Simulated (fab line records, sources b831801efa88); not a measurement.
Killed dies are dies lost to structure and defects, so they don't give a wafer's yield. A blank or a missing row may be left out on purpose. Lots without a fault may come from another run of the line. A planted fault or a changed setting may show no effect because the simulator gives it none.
fab line records | flow gf180mcu | part 2 of 2: steps 27 to 35 of 35
record lots=5 wafers=15 last_day=34
route steps=602 shown MIM@524 M5@526 V5@540
lots that met no fault: from a run of the same line without faults
start_h: hours from the record's first day to the start of the lot's first wafer shown | wait_h: hours since the lot's step before | " the same as in the row above | L1.1+2: a row that stands for several wafers | - no value, or no start given | * or withheld: withheld | < > ~ a bound
route shown NAME@n: a module of which the file shows steps, and the number in the route of the first | usual: mean/standard deviation of fault-free wafers | same: alike in all rows | chamber/n: place in a boat | sites: the reading at each site | _std_site: their standard deviation | _edge_site: outer sites' mean less inner sites' | radius_mm: how far each site lies from the wafer's centre | mask NAME#n: copy n | behind: the tool/chamber that last shaped the wafer | hold: why the lot was held/for how many hours/how that ended | device: the transistor (n, p or np) that didn't switch | end of line: the same wafers' tests at the end of the route | a step without rows: its recipe alone | killed: dies lost to structure and defects at the first sort, not the wafer's yield | map: a wafer's dies, x killed, . not, _ none there
set.NAME: the setting as run; set.NAME@STEP: as run at that earlier step | model.NAME: the simulator's own value behind a step, which no gauge read
lots at some steps of the route; a table a step, a row a wafer
services: from which hour (start_h, from the record's first day; less than 0 if before it) a tool's chamber was out of use, for how many hours, and why
## steps
# step GF_V5_SOFTBAKE_10
# recipe temp_c=130 time_s=60 resist=KrF
# usual exhaust_pa=44.9/0.89
# columns lot.wafer tool chamber start_h wait_h exhaust_pa
L076.1 litho_track-03 0 - - 44.6
L076.2 " 0 " " 45.2
L076.4 " 0 " " 44.5
L086.2 litho_track-03 0 - - 43.9
L086.3 " 0 " " 44.8
L086.5 " 0 " " 44.3
L092.3 litho_track-04 0 - - 44.2
L092.5 " 0 " " 44.3
L092.6 " 0 " " 44.2
L095.3 litho_track-03 0 - - 44.1
L095.4 " 0 " " 43.9
L095.5 " 0 " " 44.0
L097.1 litho_track-03 0 - - 44.9
L097.2 " 0 " " 45.0
L097.5 " 0 " " 45.3
# step GF_V5_EXPOSE_11
# recipe mask_id=Via5 target_cd_nm=260 na=0.68 source_shape=conventional sigma_outer=0.6 dose_mj=38
# same na=0.68 sigma_outer=0.6
# columns lot.wafer tool chamber start_h wait_h mask
L076.1+2+4 krf_scanner-02 0 - - Via5#0
L086.2+3+5 krf_scanner-02 0 - - Via5#0
L092.3+5+6 krf_scanner-02 0 - - Via5#0
L095.3+4+5 krf_scanner-02 0 - - Via5#0
L097.1+2+5 krf_scanner-02 0 - - Via5#0
# step GF_V5_PEB_12
# recipe peb_temp_c=135 peb_time_s=90 resist=KrF
# usual exhaust_pa=45.0/0.92
# columns lot.wafer tool chamber start_h wait_h exhaust_pa
L076.1 litho_track-04 0 - - 46.7
L076.2 " 0 " " 46.0
L076.4 " 0 " " 45.0
L086.2 litho_track-04 0 - - 44.1
L086.3 " 0 " " 46.8
L086.5 " 0 " " 45.4
L092.3 litho_track-01 0 - - 44.4
L092.5 " 0 " " 44.4
L092.6 " 0 " " 44.4
L095.3 litho_track-04 0 - - 46.1
L095.4 " 0 " " 46.8
L095.5 " 0 " " 46.9
L097.1 litho_track-04 0 - - 43.5
L097.2 " 0 " " 44.5
L097.5 " 0 " " 45.2
# step GF_V5_DEVELOP_13
# recipe develop_time_s=60 resist=KrF dev_temp_c=21
# usual exhaust_pa=45.0/0.74
# columns lot.wafer tool chamber start_h wait_h exhaust_pa
L076.1 litho_track-04 0 642.11 0.2 45.8
L076.2 " 0 " " 44.5
L076.4 " 0 " " 45.2
L086.2 litho_track-04 0 720.29 0.2 45.6
L086.3 " 0 " " 44.8
L086.5 " 0 " " 44.9
L092.3 litho_track-01 0 750.20 0.1 45.0
L092.5 " 0 " " 43.9
L092.6 " 0 " " 44.5
L095.3 litho_track-04 0 769.51 0.1 45.0
L095.4 " 0 " " 44.5
L095.5 " 0 " " 44.9
L097.1 litho_track-04 0 781.26 0.2 44.3
L097.2 " 0 " " 44.9
L097.5 " 0 " " 43.8
# step GF_V5_CD_MEAS_14
# recipe target_cd_nm=260
# usual cd_nm=259.8/1.1
# columns lot.wafer tool chamber start_h wait_h cd_nm
L076.1 cd_sem-02 - 642.26 0.1 259.2
L076.2 " - " " 259.4
L076.4 " - " " 259.4
L086.2 cd_sem-02 - 720.43 0.1 261.6
L086.3 " - " " 261.4
L086.5 " - " " 261.6
L092.3 cd_sem-02 - 750.34 0.1 261.2
L092.5 " - " " 261.5
L092.6 " - " " 260.5
L095.3 cd_sem-02 - 769.65 0.1 259.6
L095.4 " - " " 260.8
L095.5 " - " " 259.2
L097.1 cd_sem-02 - 781.41 0.1 258.6
L097.2 " - " " 259.0
L097.5 " - " " 259.4
# step GF_V5_OVL_MEAS_15
# usual V5_OVL=3/4.9
# columns lot.wafer tool chamber start_h wait_h V5_OVL[nm]
L076.1 overlay-01 - 642.38 0.1 5
L076.2 " - " " 11
L076.4 " - " " 9
L086.2 overlay-01 - 720.54 0.1 5
L086.3 " - " " 1
L086.5 " - " " -1
L092.3 overlay-01 - 750.43 0.1 -4
L092.5 " - " " 2
L092.6 " - " " 0
L095.3 overlay-01 - 769.74 0.1 -6
L095.4 " - " " -4
L095.5 " - " " -8
L097.1 overlay-02 - 781.53 0.1 -3
L097.2 " - " " -5
L097.5 " - " " -5
# step GF_V5_ETCH_16
# recipe chemistry=N2/H2 target_depth_a=withheld overetch_a=withheld time_s=withheld target=BARC ion_energy_ev=200 source_w=500 bias_w=100 pressure_mtorr=30 n2_flow_sccm=100 h2_flow_sccm=200
# usual drypump_motor_current_A=5.9/0.33 h2_flow_sccm=200.0/0.58 oes_product_au=0.855/0.0046 rf_fwd_power_W=494.4/2.5 throttle_valve_pct=13.224/0.0092
# columns lot.wafer tool chamber start_h wait_h drypump_motor_current_A h2_flow_sccm oes_product_au rf_fwd_power_W throttle_valve_pct
L076.1 rie_diel-04 0 642.42 0.0 5.5 201.1 0.847 494.9 13.223
L076.2 " 2 " " 6.0 200.0 0.850 492.7 13.227
L076.4 " 1 " " 5.5 200.2 0.853 495.8 13.228
L086.2 rie_diel-02 1 720.57 0.0 5.7 199.5 0.861 498.5 13.227
L086.3 " 2 " " 6.7 200.4 0.855 493.0 13.218
L086.5 " 0 " " 5.6 200.2 0.855 490.2 13.231
L092.3 rie_diel-01 1 750.45 0.0 5.7 199.4 0.855 491.8 13.234
L092.5 " 2 " " 6.3 200.1 0.854 497.3 13.202
L092.6 " 0 " " 6.1 199.8 0.861 492.4 13.225
L095.3 rie_diel-04 3 769.77 0.0 6.1 201.3 0.848 498.4 13.231
L095.4 " 2 " " 6.0 200.0 0.849 492.0 13.236
L095.5 " 1 " " 5.5 199.2 0.848 495.4 13.228
L097.1 rie_diel-01 2 781.57 0.0 6.3 200.7 0.851 496.5 13.236
L097.2 " 0 " " 6.1 200.2 0.860 493.9 13.218
L097.5 " 0 " " 6.1 200.5 0.851 492.2 13.225
# step GF_V5_ETCH_17
# recipe chemistry=C4F8/O2/Ar mask_material=KrF target=SiO2 stop_on=TiN source_w=1500 bias_w=1200 pressure_mtorr=40 c4f8_flow_sccm=withheld O2_flow_sccm=6 Ar_flow_sccm=300 time_s=withheld target_depth_a=8550
# usual oes_product_au=0.860/0.0048 rf_fwd_power_W=1493/4.8
# columns lot.wafer tool chamber start_h wait_h oes_product_au rf_fwd_power_W
L076.1 rie_diel-04 0 - - 0.863 1490
L076.2 " 2 " " 0.861 1494
L076.4 " 1 " " 0.860 1498
L086.2 rie_diel-02 1 - - 0.858 1497
L086.3 " 2 " " 0.860 1485
L086.5 " 0 " " 0.865 1488
L092.3 rie_diel-01 1 - - 0.854 1492
L092.5 " 2 " " 0.857 1498
L092.6 " 0 " " 0.860 1497
L095.3 rie_diel-04 3 - - 0.862 1497
L095.4 " 2 " " 0.866 1492
L095.5 " 1 " " 0.850 1489
L097.1 rie_diel-01 2 - - 0.857 1493
L097.2 " 0 " " 0.867 1494
L097.5 " 0 " " 0.863 1494
# step GF_V5_STRIP_18
# recipe chemistry=O2/N2 power_w=1400 pressure_mtorr=1500 platen_temp_c=250 o2_flow_sccm=3000 n2_flow_sccm=300 overash_fraction=0.5
# usual drypump_motor_current_A=5.7/0.41 heater_power_w=353/26 o2_flow_sccm=3001/8.8 oes_product_au=0.570/0.0045
# columns lot.wafer tool chamber start_h wait_h drypump_motor_current_A heater_power_w o2_flow_sccm oes_product_au rf_hours_counter_h
L076.1 plasma_asher-01 0 642.57 - 5.5 351 2996 0.571 87
L076.2 " 1 " " 5.4 337 2995 0.571 87
L076.4 " 0 " " 5.5 345 2999 0.572 -
L086.2 plasma_asher-01 0 720.72 - 5.5 348 2993 0.577 95
L086.3 " 0 " " 5.5 348 2987 0.574 -
L086.5 " 0 " " 5.5 345 2991 0.572 -
L092.3 plasma_asher-01 0 750.64 - 5.5 344 3007 0.573 -
L092.5 " 1 " " 5.4 340 2992 0.565 -
L092.6 " 0 " " 5.5 345 3007 0.570 -
L095.3 plasma_asher-01 0 769.95 - 5.6 351 2989 0.570 -
L095.4 " 1 " " 5.5 340 2994 0.567 -
L095.5 " 0 " " 5.6 356 2989 0.577 -
L097.1 plasma_asher-03 1 781.72 - 5.5 322 2994 0.571 4
L097.2 " 0 " " 6.5 390 2993 0.571 4
L097.5 " 0 " " 6.5 382 2987 0.568 -
## services
# columns tool chamber start_h hours kind
rie_diel-04 - 578.12 10.9 repair
krf_scanner-02 - 583.96 0.8 pm
rie_diel-03 2 588.51 30.4 repair
cmp-01 - 590.85 2.1 repair
rie_diel-01 3 594.67 22.1 repair
wet_bench-02 - 595.36 12.2 repair
rie_diel-03 1 598.41 11.7 repair
wet_bench-04 - 604.43 6.5 repair
krf_scanner-02 - 607.72 1.3 pm
cmp-01 - 643.00 4.1 pm
rie_diel-04 - 650.37 2.8 pm
cmp-01 - 677.84 1.7 repair
krf_scanner-02 - 693.32 1.0 pm
rie_diel-01 2 694.58 33.4 repair
cmp-01 - 707.98 1.1 repair
wet_bench-01 - 709.84 6.9 repair
plasma_asher-01 - 724.48 2.8 pm
rie_diel-04 0 730.90 2.7 repair
rie_diel-04 3 734.08 1.2 repair
cmp-01 - 745.68 0.4 repair
krf_scanner-02 - 752.76 0.8 pm
plasma_asher-01 - 754.88 8.3 repair
plasma_asher-01 - 755.99 0.7 repair
cmp-01 - 768.01 0.8 repair
